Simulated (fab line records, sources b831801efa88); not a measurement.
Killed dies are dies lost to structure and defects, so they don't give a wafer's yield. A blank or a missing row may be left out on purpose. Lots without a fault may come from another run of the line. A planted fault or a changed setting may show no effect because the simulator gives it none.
Tool commonality check | flow gf180mcu | 13 lots, 39 wafers sampled

WHY IT WAS OPENED
At GF_HV_LDD_TW_MEAS_50 the reading HV_LDD_4_TW is flagged on 2 of 13 lots. Wafers without a fault read 568, standard deviation 6.4.
Rule: a lot is flagged when every wafer of it that has a number lies more than 4 standard deviations from that mean, or none has a number. The other lots count as sound.

lot  | measured     | on            | HV_LDD_4_TW, wafer by wafer | flag
L458 | day 12 15:43 | film_metro-04 | 562 561 560                 |
L460 | day 13 00:05 | film_metro-02 | 573 575 574                 |
L461 | day 13 12:24 | film_metro-02 | 576 572 577                 |
L462 | day 13 19:25 | film_metro-02 | 573 575 574                 |
L463 | day 13 19:52 | film_metro-02 | 573 575 577                 |
L464 | day 14 06:40 | film_metro-02 | 512 507 507                 | FLAGGED
L466 | day 14 22:49 | film_metro-01 | 506 507 506                 | FLAGGED
L472 | day 17 04:41 | film_metro-04 | 560 562 566                 |
L473 | day 17 09:01 | film_metro-04 | 562 562 560                 |
L474 | day 17 17:41 | film_metro-02 | 573 575 573                 |
L475 | day 17 20:37 | film_metro-01 | 571 570 568                 |
L476 | day 18 09:13 | film_metro-04 | 558 561 558                 |
L481 | day 20 02:47 | film_metro-01 | 571 571 572                 |
The numbers of the flagged lots are 508 on average: -60 against the usual, or -9 standard deviations.

WHICH TOOL RAN EACH LOT
The record holds 2 process steps before the reading, out of a route of 602 steps. In each cell: the tool, then ch and the chambers that the sampled wafers went through, then the start.
lot  | flag    | GF_VT_IMPLANT_STRIP_31               | GF_HV_LDD_IMPLANT_48
L458 |         | plasma_asher-01 ch 0,1, day 6 22:03  | implanter-04 ch 0, day 12 15:29
L460 |         | plasma_asher-03 ch 0,1, day 7 07:25  | implanter-02 ch 0, day 12 23:50
L461 |         | plasma_asher-02 ch 0,1, day 7 16:16  | implanter-03 ch 0, day 13 12:09
L462 |         | plasma_asher-02 ch 0,1, day 7 20:49  | implanter-03 ch 0, day 13 19:10
L463 |         | plasma_asher-02 ch 0,1, day 8 02:45  | implanter-02 ch 0, day 13 19:37
L464 | FLAGGED | plasma_asher-01 ch 0,1, day 8 12:26  | implanter-03 ch 0, day 14 06:27
L466 | FLAGGED | plasma_asher-02 ch 0,1, day 9 02:18  | implanter-03 ch 0, day 14 22:34
L472 |         | plasma_asher-01 ch 0,1, day 10 19:46 | implanter-03 ch 0, day 17 04:27
L473 |         | plasma_asher-02 ch 0,1, day 10 23:10 | implanter-03 ch 0, day 17 08:46
L474 |         | plasma_asher-02 ch 0,1, day 11 05:40 | implanter-03 ch 0, day 17 17:26
L475 |         | plasma_asher-03 ch 0,1, day 11 09:55 | implanter-03 ch 0, day 17 20:23
L476 |         | plasma_asher-02 ch 0,1, day 11 19:27 | implanter-02 ch 0, day 18 08:58
L481 |         | plasma_asher-03 ch 0,1, day 13 03:56 | implanter-02 ch 0, day 20 02:34
What these steps do:
- GF_VT_IMPLANT_STRIP_31: strips in O2/N2.
- GF_HV_LDD_IMPLANT_48
- GF_HV_LDD_TW_MEAS_50

FLAGGED OVER TOTAL, TOOL BY TOOL (the gauges that took the reading come last)
step                   | tool            | lots run | flagged | share of the flagged lots | sound lots run after its first flagged lot
GF_VT_IMPLANT_STRIP_31 | plasma_asher-01 | 3        | 1       | some                      | 1 (L472)
GF_VT_IMPLANT_STRIP_31 | plasma_asher-02 | 7        | 1       | some                      | 3 (L473,L474,L476)
GF_VT_IMPLANT_STRIP_31 | plasma_asher-03 | 3        | 0       | none                      | -
GF_HV_LDD_IMPLANT_48   | implanter-02    | 4        | 0       | none                      | -
GF_HV_LDD_IMPLANT_48   | implanter-03    | 8        | 2       | all                       | 4 (L472,L473,L474,L475)
GF_HV_LDD_IMPLANT_48   | implanter-04    | 1        | 0       | none                      | -
GF_HV_LDD_TW_MEAS_50   | film_metro-01   | 3        | 1       | some                      | 2 (L475,L481)
GF_HV_LDD_TW_MEAS_50   | film_metro-02   | 6        | 1       | some                      | 1 (L474)
GF_HV_LDD_TW_MEAS_50   | film_metro-04   | 4        | 0       | none                      | -

WHAT THE TABLE ALLOWS
1 row of the table ran every flagged lot: implanter-03 at GF_HV_LDD_IMPLANT_48.
- implanter-03 at GF_HV_LDD_IMPLANT_48: 2 of its 8 lots flagged. Sound lots ran on it after the first flagged one (L472, L473, L474, L475), which a lasting fault on the whole tool wouldn't allow. Its own readings lie more than 4 standard deviations out on every wafer of the flagged lots: dose_ions_cm2, faraday_current_uA.
No row of the table ran every flagged lot and no sound lot after the first.

WHAT THE SIMULATOR HAD PUT IN
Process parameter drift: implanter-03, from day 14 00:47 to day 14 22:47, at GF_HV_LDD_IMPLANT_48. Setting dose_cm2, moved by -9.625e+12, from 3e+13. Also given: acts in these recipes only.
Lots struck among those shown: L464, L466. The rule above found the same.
